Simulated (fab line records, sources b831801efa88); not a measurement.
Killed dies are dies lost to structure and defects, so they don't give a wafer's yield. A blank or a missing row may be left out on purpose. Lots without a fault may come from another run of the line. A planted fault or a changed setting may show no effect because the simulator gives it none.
One fault seen from 2 desks | flow gf180mcu | each desk has only its own numbers; what lay behind them comes last

THE METROLOGY DESK
What the gauges read, lot by lot, whatever tool the lot ran on: means of the sampled wafers that have a number. A lot is out of limits, marked OUT, if its mean lies more than 4 standard deviations from the usual mean; the brackets give that distance.
Columns: A = LVPWELL_RS at GF_VT_IMPLANT_RS_MEAS_48, usual 1197 ohm/sq
lot  | first seen here | A
L338 | day 7 14:01     | 1200
L339 | day 7 20:17     | 1199
L340 | day 8 01:58     | 1200
L346 | day 9 20:01     | 1182 (-5.0) OUT
L347 | day 10 03:15    | 1180 (-5.3) OUT
L349 | day 10 22:52    | 1184 (-4.1) OUT
L352 | day 11 10:54    | 1200
L353 | day 11 21:04    | 1195
L354 | day 12 04:09    | 1197
L355 | day 12 07:07    | 1195
L359 | day 13 16:04    | 1198
L360 | day 13 18:10    | 1199
This desk's finding: out of limits on L346, L347, L349; first on L346, day 9 20:01 (LVPWELL_RS at GF_VT_IMPLANT_RS_MEAS_48). In limits: L338, L339, L340, L352, L353, L354, L355, L359, L360.

THE TOOL OWNER'S DESK: implanter-01
The tool's own readings at GF_LVPWELL_IMPLANT_09: means of the sampled wafers that have a number, for each lot that ran on this tool. A lot is out of limits, marked OUT, if its mean lies more than 4 standard deviations from the usual mean; the brackets give that distance.
Columns: A = beam_on_s at GF_LVPWELL_IMPLANT_09, usual 10.01 s; B = faraday_current_uA at GF_LVPWELL_IMPLANT_09, usual 28.2
lot  | first seen here | A     | B
L338 | day 3 19:53     | 10.05 | 28.1
L339 | day 4 01:49     | 10.10 | 28.0
L340 | day 4 07:11     | 9.95  | 28.3
L346 | day 5 17:34     | 10.43 | 27.1
L347 | day 5 23:46     | 10.39 | 27.2
L349 | day 6 15:52     | 10.63 | 26.7
This desk's finding: nothing out of limits on any of the 6 lots.

PUT TOGETHER
The metrology desk could have raised an alarm at day 9 20:01, on L346, L347, L349.
The tool owner's desk saw nothing out of limits.
The tool owner's desk has L346, L347, L349 on record, within its limits.
Of the lots named, all ran GF_LVPWELL_IMPLANT_09 on implanter-01.

WHAT THE SIMULATOR HAD PUT IN
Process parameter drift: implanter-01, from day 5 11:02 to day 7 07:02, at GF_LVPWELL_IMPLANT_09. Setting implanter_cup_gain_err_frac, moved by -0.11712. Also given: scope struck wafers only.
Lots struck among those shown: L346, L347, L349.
Hours from the fault's start to each desk's first reading out of limits: the metrology desk, 105.
